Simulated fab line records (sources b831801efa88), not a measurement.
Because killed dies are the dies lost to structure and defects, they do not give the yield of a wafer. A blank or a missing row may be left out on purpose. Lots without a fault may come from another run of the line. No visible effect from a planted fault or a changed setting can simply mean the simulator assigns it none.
A single fault, viewed from 2 desks | flow gf180mcu | every desk sees just its own numbers, and what lay behind them comes last

DESK OF THE TOOL OWNER: pvd-sputter-04
At GF_M4_SPUTTER_04 (material TiN, target thk 50 nm, time 41.7 s) the tool's own readings: per lot run on this tool, the mean of the sampled wafers that have a number. If a lot's mean is further than 4 standard deviations from the usual mean, the lot is out of limits and carries the mark OUT (the distance appears in the brackets).
Columns: A = throttle-valve-pct at GF_M4_SPUTTER_04, usual 30.1 %
lot  | first seen here | A
L291 | day 22 17:39    | 30.0
L292 | day 23 02:38    | 29.8
L294 | day 23 20:19    | 29.7
L297 | day 24 19:37    | 30.1
L300 | day 25 21:53    | 30.7
L301 | day 26 06:55    | 30.6
L310 | day 28 21:22    | 30.7
L311 | day 29 03:55    | 29.9
L312 | day 29 10:05    | 30.5
This desk found nothing out of limits on any of the 9 lots.

METROLOGY DESK
Means of the sampled wafers that have a number, per lot and without regard to the tool the lot ran on: this is what the gauges read. If a lot's mean is further than 4 standard deviations from the usual mean, the lot is out of limits and carries the mark OUT (the distance appears in the brackets).
Columns: A = V5_CVD_00_THK at GF_V5_THK_MEAS_01, usual 299 nm; B = V5_BOW at GF_V5_BOW_MEAS_05, usual 132 um; C = cd-nm at GF_TOP_METAL_CD_MEAS_14, usual 441.2 nm
lot  | first seen here | A   | B   | C
L290 | day 26 11:05    | 300 | 129 | 440.9
L291 | day 26 13:43    | 298 | 118 | 443.1
L292 | day 26 20:47    | 301 | 124 | 443.6
L293 | day 27 06:25    | 295 | 136 | 439.9
L294 | day 27 13:10    | 300 | 134 | 440.5
L295 | day 27 19:20    | 302 | 136 | 443.9
L297 | day 28 10:31    | 301 | 133 | 440.8
L298 | day 28 14:42    | 296 | 136 | 439.7
L300 | day 29 10:19    | 297 | 135 | 442.9
L301 | day 29 19:04    | 299 | 130 | 442.8
L309 | day 31 22:13    | 300 | 150 | 440.3
L310 | day 32 00:55    | 300 | 149 | 438.2
L311 | day 32 08:23    | 300 | 130 | 440.3
L312 | day 32 12:34    | 296 | 138 | 442.7
This desk found nothing out of limits on any of the 14 lots.

BROUGHT TOGETHER
The desk of the tool owner found nothing out of limits.
From the metrology desk's view, nothing was out of limits.

WHAT THE SIMULATOR HAD INSERTED
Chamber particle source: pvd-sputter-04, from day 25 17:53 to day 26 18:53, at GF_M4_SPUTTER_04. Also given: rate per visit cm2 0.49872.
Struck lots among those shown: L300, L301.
